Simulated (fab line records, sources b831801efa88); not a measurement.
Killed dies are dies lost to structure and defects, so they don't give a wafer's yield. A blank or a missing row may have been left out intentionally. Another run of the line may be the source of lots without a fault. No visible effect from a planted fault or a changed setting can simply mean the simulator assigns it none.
fab line records    flow sky130
record: lots: 4  wafers: 12  lastDay: 49
route steps=708 shown POLY_CUT@317 SD_P@320 RES_XHIGH@333 SD_N@342 PAD_OPEN@708
lots that met no fault: taken from a fault-free run of the same line
startH: hours from the record's opening day to when the first of the lot's shown wafers began    waitH: hours from the lot's prior step to this one    " unchanged from the row above    L1.1+2: a row that stands for several wafers    - no value present, or no start provided    * or withheld: withheld    < > ~ a bound
route shown NAME@n: a module of which the file shows steps, and the number in the route of the first    usual: the fault-free wafers' mean and standard deviation    same: alike in all rows    chamber/n: place in a boat    sites: readings site by site    _std_site: standard deviation of those values    _edge_site: the outer-site mean with the inner-site mean subtracted    radiusMm: for every site, how far away it sits from the centre of the wafer    mask NAME#n: copy n    behind: the most recent tool/chamber to have shaped the wafer    hold: reason for holding the lot/hours on hold/outcome of the hold    device: transistor that didn't switch, given as n, p or np    end of line: the route-end tests of the same wafers    a step without rows: its recipe alone    killed: count of dies lost to structure and defects at first sort (not the wafer's yield)    map: a wafer's dies, marking killed ones x, the rest . and places with no die _
set.NAME: the run value of the setting; set.NAME@STEP: its run value at that earlier step    model.NAME: the simulator's own value behind a step, which no gauge read
certain route steps with their lots: each step a table, each wafer a row
services: the hour from which a tool's chamber was out of use, counted from the record's first day as startH (under 0 if before that day), plus the number of hours and why
== steps ==
step: SKY_POLY_CUT_ETCH_10
recipe: chemistry: N2/H2  target: BARC  ionEnergyEv: 200  sourceW: 500  biasW: 100  pressureMtorr: 30  n2FlowSccm: 100  h2FlowSccm: 200  stopOn: SiO2  timeS: 45.9  targetDepthA: 600
step: SKY_POLY_CUT_ETCH_11
recipe: target: Si3N4  chemistry: CF4/CH2F2/Ar  stopOn: poly-Si  sourceW: 600  biasW: 150  pressureMtorr: 40  cf4FlowSccm: 40  ch2f2FlowSccm: 20  Ar_flow_sccm: 150  timeS: 42.5  targetDepthA: 600
step: SKY_POLY_CUT_STRIP_12
recipe: chemistry: O2/N2  powerW: 1400  pressureMtorr: 1500  platenTempC: withheld  o2FlowSccm: 3000  n2FlowSccm: 300  overashFraction: 0.5
step: SKY_SD_P_DEHYDRATE_00
recipe: tempC: 200  timeS: 60
step: SKY_SD_P_HMDS_01
recipe: primeTimeS: 60  primeTempC: 120
step: SKY_SD_P_COAT_02
recipe: resist: NOVOLAK  spinRpm: 3000  resistThkNm: 1140
step: SKY_SD_P_SOFTBAKE_03
recipe: tempC: 90  timeS: 60  resist: NOVOLAK
step: SKY_SD_P_EXPOSE_04
recipe: maskId: PSDM  na: 0.6  sourceShape: conventional  sigmaOuter: 0.6  polarization: unpolarized  targetCdNm: 380  doseMj: 138
step: SKY_SD_P_PEB_05
recipe: tempC: withheld  timeS: *  resist: NOVOLAK
step: SKY_SD_P_DEVELOP_06
recipe: resist: NOVOLAK  developer: TMAH  developTimeS: 60  devTempC: 23
step: SKY_SD_P_IMPLANT_09
recipe: species: BF2  energyKev: 20  doseCm2: 3e+15  tiltDeg: 0
usual: beamEnergyKeV: 20.000/0.0064  beamOnS: 15.0/1  doseIonsCm2: 2.9997e+15/3e+12
lot.wafer  tool          chamber  startH  waitH  beamEnergyKeV  beamOnS  doseIonsCm2
L945.1     implanter-04  0        630.94  0.0    20.009         16.7     2.9995e+15
L945.4     "             0        "       "      20.003         16.7     3.0002e+15
L945.6     "             0        "       "      20.008         16.6     2.9969e+15
L955.1     implanter-04  0        710.76  0.0    20.008         20.9     3.837e+15
L955.2     "             0        "       "      20.007         21.5     3.8328e+15
L955.6     "             0        "       "      20.000         20.7     3.8407e+15
L956.1     implanter-04  0        711.84  0.0    19.999         21.7     3.8389e+15
L956.3     "             0        "       "      19.990         20.8     3.8392e+15
L956.6     "             0        "       "      19.990         21.0     3.8375e+15
L961.3     implanter-01  0        743.09  0.1    19.991         13.7     2.9995e+15
L961.4     "             0        "       "      19.993         14.2     3.0087e+15
L961.6     "             0        "       "      19.986         14.1     3.0013e+15
step: SKY_SD_P_STRIP_10
recipe: chemistry: O2/N2  powerW: 1400  pressureMtorr: 1500  platenTempC: withheld  o2FlowSccm: 3000  n2FlowSccm: 300  overashFraction: 0.5
usual: drypumpMotorCurrentA: 5.7/0.32  oesProductAu: 0.617/0.0046  stripTimeToEndpointS: 17.48/0.039
lot.wafer  tool            chamber  startH  waitH  drypumpMotorCurrentA  oesProductAu  rfHoursCounterH  stripTimeToEndpointS
L945.1     plasmaAsher-01  0        631.09  0.1    5.8                   0.615         48               17.48
L945.4     "               1        "       "      6.3                   0.619         -                17.52
L945.6     "               0        "       "      5.8                   0.613         -                17.49
L955.1     plasmaAsher-01  1        710.91  0.1    6.3                   0.602         57               17.98
L955.2     "               0        "       "      5.8                   0.618         57               17.99
L955.6     "               1        "       "      6.3                   0.604         -                17.99
L956.1     plasmaAsher-03  0        711.99  0.1    5.4                   0.603         104              17.92
L956.3     "               1        "       "      5.4                   0.606         -                17.97
L956.6     "               0        "       "      5.4                   0.601         -                17.95
L961.3     plasmaAsher-03  1        743.22  0.1    5.5                   0.616         -                17.47
L961.4     "               0        "       "      5.4                   0.625         -                17.47
L961.6     "               0        "       "      5.4                   0.619         -                17.54
step: SKY_SD_P_TW_MEAS_11
usual: SD_P_TW: 2808/36
lot.wafer  tool          chamber  startH  waitH  hold                     SD_P_TW
L945.1     filmMetro-04  -        631.19  0.1    -                        2753
L945.4     "             -        "       "      -                        2754
L945.6     "             -        "       "      -                        2758
L955.1     filmMetro-03  -        711.01  0.1    awaitDispo/0.2h/release  2961
L955.2     "             -        "       "      awaitDispo/0.2h/release  2965
L955.6     "             -        "       "      awaitDispo/0.2h/release  2958
L955.1     filmMetro-03  -        711.29  0.3    -                        2950
L955.2     "             -        "       "      -                        2981
L955.6     "             -        "       "      -                        2946
L956.1     filmMetro-03  -        712.09  0.1    awaitDispo/0.2h/release  2968
L956.3     "             -        "       "      awaitDispo/0.2h/release  2972
L956.6     "             -        "       "      awaitDispo/0.2h/release  2976
L956.1     filmMetro-03  -        712.32  0.2    -                        2972
L956.3     "             -        "       "      -                        2949
L956.6     "             -        "       "      -                        2970
L961.3     filmMetro-04  -        743.31  0.1    -                        2774
L961.4     "             -        "       "      -                        2765
L961.6     "             -        "       "      -                        2765
step: SKY_RES_XHIGH_HMDS_01
recipe: primeTimeS: 60  primeTempC: 120
step: SKY_RES_XHIGH_COAT_02
recipe: resist: NOVOLAK  spinRpm: 3000  resistThkNm: 1140
step: SKY_RES_XHIGH_SOFTBAKE_03
recipe: tempC: 90  timeS: 60  resist: NOVOLAK
step: SKY_RES_XHIGH_EXPOSE_04
recipe: maskId: URPM  na: 0.6  sourceShape: conventional  sigmaOuter: 0.6  polarization: unpolarized  targetCdNm: 1270  doseMj: 140
step: SKY_RES_XHIGH_PEB_05
recipe: tempC: withheld  timeS: *  resist: NOVOLAK
step: SKY_RES_XHIGH_DEVELOP_06
recipe: resist: NOVOLAK  developer: TMAH  developTimeS: 60  devTempC: 23
step: SKY_RES_XHIGH_IMPLANT_07
recipe: species: BF2  energyKev: 20  doseCm2: 3.6e+14  tiltDeg: 0
step: SKY_RES_XHIGH_STRIP_08
recipe: chemistry: O2/N2  powerW: 1400  pressureMtorr: 1500  platenTempC: withheld  o2FlowSccm: 3000  n2FlowSccm: 300  overashFraction: 0.5
step: SKY_SD_N_DEHYDRATE_00
recipe: tempC: 200  timeS: 60
step: SKY_SD_N_HMDS_01
recipe: primeTimeS: 60  primeTempC: 120
step: SKY_SD_N_COAT_02
recipe: resist: NOVOLAK  spinRpm: 3000  resistThkNm: 1140
step: SKY_SD_N_SOFTBAKE_03
recipe: tempC: 90  timeS: 60  resist: NOVOLAK
step: SKY_SD_N_EXPOSE_04
recipe: maskId: NSDM  na: 0.6  sourceShape: conventional  sigmaOuter: 0.6  polarization: unpolarized  targetCdNm: 380  doseMj: 141
step: SKY_SD_N_PEB_05
recipe: tempC: withheld  timeS: *  resist: NOVOLAK
step: SKY_SD_N_DEVELOP_06
recipe: resist: NOVOLAK  developer: TMAH  developTimeS: 60  devTempC: 23
step: SKY_SD_N_IMPLANT_09
recipe: species: As  energyKev: 50  doseCm2: 4e+15  tiltDeg: 0
step: SKY_SD_N_IMPLANT_10
recipe: species: P  energyKev: 20  doseCm2: 1e+14  tiltDeg: 0
step: SKY_SD_N_STRIP_11
recipe: chemistry: O2/N2  powerW: 1400  pressureMtorr: 1500  platenTempC: withheld  o2FlowSccm: 3000  n2FlowSccm: 300  overashFraction: 0.5
step: SKY_SD_N_CLEAN_13
recipe: chemistry: SC1/SC2  mix: 1:4:20  tempC: 70  timeS: 150  dry: n2Spin
step: SKY_SD_N_RTA_14
recipe: tempC: 1075  timeS: 2  idleTempC: 650  rampUpCPerS: 150  rampDownCPerS: 90  ambient: N2
step: SKY_SD_N_RS_MEAS_17
recipe: thkMeasGauge: four-point-probe
usual: SD_P_RS: 147.1/0.39
lot.wafer  tool          chamber  startH  waitH  hold                     SD_P_RS[ohm/sq]
L945.1     filmMetro-01  -        688.99  0.1    -                        147.2
L945.4     "             -        "       "      -                        147.4
L945.6     "             -        "       "      -                        147.2
L955.1     filmMetro-03  -        765.51  0.1    awaitDispo/0.2h/release  143.7
L955.2     "             -        "       "      awaitDispo/0.2h/release  143.8
L955.6     "             -        "       "      awaitDispo/0.2h/release  143.5
L955.1     filmMetro-03  -        765.87  0.3    -                        143.9
L955.2     "             -        "       "      -                        143.8
L955.6     "             -        "       "      -                        143.7
L956.1     filmMetro-04  -        766.71  0.1    awaitDispo/0.2h/release  143.0
L956.3     "             -        "       "      awaitDispo/0.2h/release  143.1
L956.6     "             -        "       "      awaitDispo/0.2h/release  143.1
L956.1     filmMetro-04  -        767.13  0.4    -                        143.0
L956.3     "             -        "       "      -                        143.0
L956.6     "             -        "       "      -                        143.5
L961.3     filmMetro-01  -        797.25  0.1    -                        147.1
L961.4     "             -        "       "      -                        147.2
L961.6     "             -        "       "      -                        146.2
step: SKY_PAD_OPEN_PROBE_99
usual: killed_at_M0_to_M3: 44/7.1  killed_at_M4_up: 3.0/1.9  killedAtContacts: 25/5.6  killedAtFrontEnd: 14/4.1  killedAtOther: 0.2/0.44  killedDies: 86/9.1  killedOpen: 47/7.4  killedShort: 39/5.7
same: grossDies: 492  killedAtBackSide: 0
lot.wafer  tool       chamber  startH   waitH  killed_at_M0_to_M3  killed_at_M4_up  killedAtContacts  killedAtFrontEnd  killedAtOther  killedDies  killedOpen  killedShort  model.etest.resHighPo.lineOhmUm  model.etest.resPdiff.lineOhmUm  model.etest.liconHighPo.rcOhm  model.etest.liconPdiff.rcOhm  model.etest.resHighPo.rsOhmSq  model.etest.resPdiffHv.rsOhmSq  model.etest.resPdiff.rsOhmSq
L945.1     prober-01  -        1102.34  0.1    36                  1                23                15                0              75          43          32           745.7                            1382                            354                            600                           260.3                          191.6                           198.1
L945.4     prober-01  -        1102.49  0.2    45                  0                21                15                1              82          42          40           729.6                            1381                            344                            604.6                         253.1                          191.4                           198.7
L945.6     prober-01  -        1102.59  0.2    63                  5                26                7                 1              102         61          41           737                              1374                            352.6                          582.5                         256.4                          192.3                           197.8
L955.1     prober-01  -        1159.60  0.1    53                  6                32                10                0              101         59          42           642.3                            1320                            261.8                          539.9                         224                            178.6                           185.3
L955.2     prober-01  -        1159.65  0.1    50                  3                26                9                 0              88          62          26           635.2                            1309                            273.8                          549                           223.5                          178.8                           186.5
L955.6     prober-01  -        1159.85  0.2    61                  2                32                13                0              108         62          46           656.6                            1282                            291.2                          558.1                         226                            178                             183.9
L956.1     prober-01  -        1160.67  0.1    34                  3                22                10                1              70          32          38           639.1                            1286                            273                            565.8                         226.1                          175.5                           182.7
L956.3     prober-01  -        1160.77  0.2    35                  0                19                14                0              68          33          35           634.4                            1278                            268.1                          518                           223.8                          176.1                           181.9
L956.6     prober-01  -        1160.92  0.2    43                  1                22                13                0              79          36          43           651.5                            1283                            271.6                          535.5                         225.8                          175.4                           182.9
L961.3     prober-02  -        1174.70  0.2    45                  1                20                13                0              79          41          38           746.7                            1350                            351.3                          580.1                         260.8                          190.4                           195.7
L961.4     prober-02  -        1174.75  0.2    50                  1                26                11                0              88          42          46           768.9                            1346                            359.6                          615.6                         268                            190.3                           195.1
L961.6     prober-02  -        1174.85  0.2    40                  5                22                11                2              80          48          32           740.8                            1394                            346.3                          599.3                         256.4                          188.3                           195.5
killed by level:class
L945.1 VIA1:geometricParticle:open=8 VIA3:geometricParticle:open=8 CONTACT:geometricParticle:open=7 LOCAL_INTERCONNECT:geometricParticle:short=6 VIA2:geometricParticle:open=6 FIELD_ISO:geometricParticle:short=5 LI_CONTACT:geometricParticle:open=5 FIELD_ISO:geometricParticle:open=4
L945.4 VIA1:geometricParticle:open=10 LI_CONTACT:geometricParticle:open=8 VIA3:geometricParticle:open=7 METAL1:geometricParticle:short=6 VIA2:geometricParticle:short=6 POLY_GATE:geometricParticle:short=5 METAL2:geometricParticle:short=5 FIELD_ISO:geometricParticle:open=4
L945.6 VIA1:geometricParticle:open=17 CONTACT:geometricParticle:open=11 LI_CONTACT:geometricParticle:open=9 VIA3:geometricParticle:open=8 VIA1:geometricParticle:short=8 METAL2:geometricParticle:short=6 VIA2:geometricParticle:open=6 METAL1:geometricParticle:short=5
L955.1 VIA1:geometricParticle:open=12 LI_CONTACT:geometricParticle:open=9 VIA3:geometricParticle:open=8 CONTACT:geometricParticle:open=7 VIA1:geometricParticle:short=6 CONTACT:geometricParticle:short=6 VIA2:geometricParticle:open=6 METAL2:geometricParticle:short=5
L955.2 VIA1:geometricParticle:open=15 LI_CONTACT:geometricParticle:open=14 VIA3:geometricParticle:open=10 CONTACT:geometricParticle:open=6 METAL1:geometricParticle:short=6 VIA2:geometricParticle:open=5 LOCAL_INTERCONNECT:geometricParticle:short=4 FIELD_ISO:geometricParticle:short=3
L955.6 CONTACT:geometricParticle:open=16 VIA1:geometricParticle:open=12 LI_CONTACT:geometricParticle:open=11 METAL1:geometricParticle:short=10 VIA1:geometricParticle:short=7 VIA2:geometricParticle:open=6 METAL2:geometricParticle:short=6 METAL3:geometricParticle:short=6
L956.1 METAL2:geometricParticle:short=8 CONTACT:geometricParticle:open=8 VIA1:geometricParticle:open=7 CONTACT:geometricParticle:short=6 LI_CONTACT:geometricParticle:open=4 METAL1:geometricParticle:short=4 VIA2:geometricParticle:open=4 VIA3:geometricParticle:open=4
L956.3 CONTACT:geometricParticle:open=8 VIA1:geometricParticle:open=6 FIELD_ISO:geometricParticle:short=5 METAL1:geometricParticle:short=5 VIA1:geometricParticle:short=4 LI_CONTACT:geometricParticle:open=4 VIA2:geometricParticle:open=4 VIA3:geometricParticle:short=4
L956.6 VIA1:geometricParticle:open=11 CONTACT:geometricParticle:short=8 VIA3:geometricParticle:open=6 VIA1:geometricParticle:short=6 METAL2:geometricParticle:short=6 FIELD_ISO:geometricParticle:short=5 METAL1:geometricParticle:short=5 CONTACT:geometricParticle:open=5
L961.3 LI_CONTACT:geometricParticle:open=9 VIA1:geometricParticle:open=9 METAL2:geometricParticle:short=6 VIA1:geometricParticle:short=6 METAL3:geometricParticle:short=6 VIA3:geometricParticle:open=6 CONTACT:geometricParticle:open=5 VIA2:geometricParticle:open=5
L961.4 CONTACT:geometricParticle:open=10 VIA1:geometricParticle:open=10 VIA3:geometricParticle:open=8 CONTACT:geometricParticle:short=7 METAL1:geometricParticle:short=7 VIA1:geometricParticle:short=6 LI_CONTACT:geometricParticle:short=5 METAL2:geometricParticle:short=5
L961.6 VIA1:geometricParticle:open=12 LI_CONTACT:geometricParticle:open=8 VIA2:geometricParticle:open=8 VIA3:geometricParticle:open=7 CONTACT:geometricParticle:open=7 METAL4:geometricParticle:short=5 POLY_GATE:geometricParticle:short=3 LOCAL_INTERCONNECT:geometricParticle:short=3
== services ==
tool            chamber  startH  hours  kind
implanter-01    -        651.90  1.8    repair
implanter-04    -        680.14  2.2    repair
implanter-01    -        702.33  4.0    pm
plasmaAsher-01  -        714.56  1.7    repair
plasmaAsher-03  -        733.84  9.0    pm
plasmaAsher-03  0        733.84  9.0    ventCycle
plasmaAsher-03  1        733.84  9.0    ventCycle
implanter-04    -        733.94  4.7    pm
implanter-04    -        739.25  0.8    repair
plasmaAsher-03  0        742.84  -      clean
plasmaAsher-03  1        742.84  -      clean
== key ==
firstSign: step: SKY_SD_P_IMPLANT_09  reading: doseIonsCm2  direction: up  sigmas: 99+  usual: *  struck: *
effect: step: SKY_SD_P_IMPLANT_09  reading: beamOnS  direction: up  sigmas: 6  usual: 15.0  struck: 21.1
effect: step: SKY_SD_P_STRIP_10  reading: stripTimeToEndpointS  direction: up  sigmas: 12  usual: *  struck: *
effect: step: SKY_SD_P_TW_MEAS_11  reading: visit  direction: added
effect: step: SKY_SD_N_RS_MEAS_17  reading: SD_P_RS  direction: down  sigmas: 9.5  usual: 147.1  struck: 143.4
modelEffect: step: SKY_PAD_OPEN_PROBE_99  value: etest.resHighPo.lineOhmUm  without: 747  struck: 643.2
metAt SKY_SD_P_IMPLANT_09
struckWafers L955.1,L955.2,L955.6,L956.1,L956.3,L956.6
testerLeftOut L955,L956
onsetBetween 630.94 710.76
fault: kind: processParameterDrift  tool: implanter-04  chamber: -  onsetH: 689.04  steps: SKY_SD_P_IMPLANT_09  channel: doseCm2  offset: *  shape: step  endH: 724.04  actsIn: *  stated: *
testerLeftOut: of these lots the tester's yield and bins aren't shown, on N5 and GAA mostly nor the transistor test; their killed dies are dies lost to structure and defects alone, not to doping, threshold or leakage, so they don't give the yield
